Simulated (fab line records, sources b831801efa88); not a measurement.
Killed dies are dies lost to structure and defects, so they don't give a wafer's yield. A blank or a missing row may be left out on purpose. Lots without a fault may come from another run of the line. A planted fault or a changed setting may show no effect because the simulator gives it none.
Which tool did it? | flow gf180mcu | 11 lots, 33 wafers sampled, at 3 steps of a route of 602

WHAT THE GAUGES READ, wafer by wafer
GF_VT_IMPLANT_TW_MEAS_21.
lot  | measured     | on            | VT_IMPLANT_2_TW
L387 | day 6 09:13  | film_metro-03 | 1205 1195 1197
L388 | day 6 09:49  | film_metro-04 | 1214 1215 1221
L389 | day 6 20:08  | film_metro-01 | 1221 1215 1219
L390 | day 7 00:04  | film_metro-03 | 1200 1197 1191
L391 | day 7 10:26  | film_metro-03 | 1199 1207 1202
L398 | day 9 06:50  | film_metro-03 | 1279 1279 1281 1274 1276 1276
L399 | day 9 21:58  | film_metro-01 | 1297 1300 1297 1304 1303 1288
L401 | day 10 07:29 | film_metro-04 | 1220 1223 1231
L403 | day 10 19:53 | film_metro-03 | 1200 1202 1199
L404 | day 10 22:07 | film_metro-01 | 1208 1211 1211
L407 | day 11 13:15 | film_metro-04 | 1226 1226 1235

WHICH TOOL RAN EACH LOT (tool, then ch and the chambers of the sampled wafers, then the start)
lot  | GF_LVPWELL_STRIP_10                 | GF_VT_IMPLANT_IMPLANT_19
L387 | plasma_asher-03 ch 0, day 3 23:40   | implanter-04 ch 0, day 6 08:58
L388 | plasma_asher-04 ch 0,1, day 4 01:52 | implanter-02 ch 0, day 6 09:34
L389 | plasma_asher-03 ch 0,1, day 4 09:37 | implanter-02 ch 0, day 6 19:54
L390 | plasma_asher-03 ch 0,1, day 4 13:33 | implanter-02 ch 0, day 6 23:49
L391 | plasma_asher-04 ch 0,1, day 4 19:16 | implanter-04 ch 0, day 7 10:12
L398 | plasma_asher-04 ch 0,1, day 6 13:45 | implanter-04 ch 0, day 9 06:37
L399 | plasma_asher-01 ch 0,1, day 7 02:05 | implanter-04 ch 0, day 9 21:43
L401 | plasma_asher-03 ch 0,1, day 7 10:32 | implanter-02 ch 0, day 10 07:16
L403 | plasma_asher-03 ch 0,1, day 7 22:26 | implanter-02 ch 0, day 10 19:40
L404 | plasma_asher-04 ch 0,1, day 7 23:44 | implanter-03 ch 0, day 10 21:52
L407 | plasma_asher-03 ch 0,1, day 8 12:37 | implanter-03 ch 0, day 11 13:00
- GF_LVPWELL_STRIP_10: strips in O2/N2.
- GF_VT_IMPLANT_IMPLANT_19

THE ANSWER, worked out from the rows above alone
Rule: what is usual is taken from the lots themselves. Put in order of their means at a reading, lots are off if they are a third of the lots or fewer, leave a main group of 4 or more, and stand apart from it by a gap of 3 or more times the standard deviation of the main group's means; of several such gaps the widest counts. A main group whose means are all the same, to the digits that the tables above print for the reading, isn't used. A lot without any number at a reading at which 4 lots or more have one is off too. The other lots that the step has rows for count as sound.
Off: L398, L399, at GF_VT_IMPLANT_TW_MEAS_21 (VT_IMPLANT_2_TW). The main group: mean 1211, standard deviation 11.
A tool fits if, at a process step before that reading, it ran every lot that is off, and no sound lot after the first of them. The gauges at GF_VT_IMPLANT_TW_MEAS_21 are tried like those tools. One fits: implanter-04 at GF_VT_IMPLANT_IMPLANT_19. Its last sound lot is L391 (day 7 10:12), its first lot that is off L398 (day 9 06:37): a fault that began between those two fits.

WHAT THE SIMULATOR HAD PUT IN
Process parameter drift: implanter-04, from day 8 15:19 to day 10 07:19, at GF_VT_IMPLANT_IMPLANT_19. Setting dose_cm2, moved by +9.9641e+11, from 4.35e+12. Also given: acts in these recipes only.
Lots struck among those shown: L398, L399. The rule above found the same.
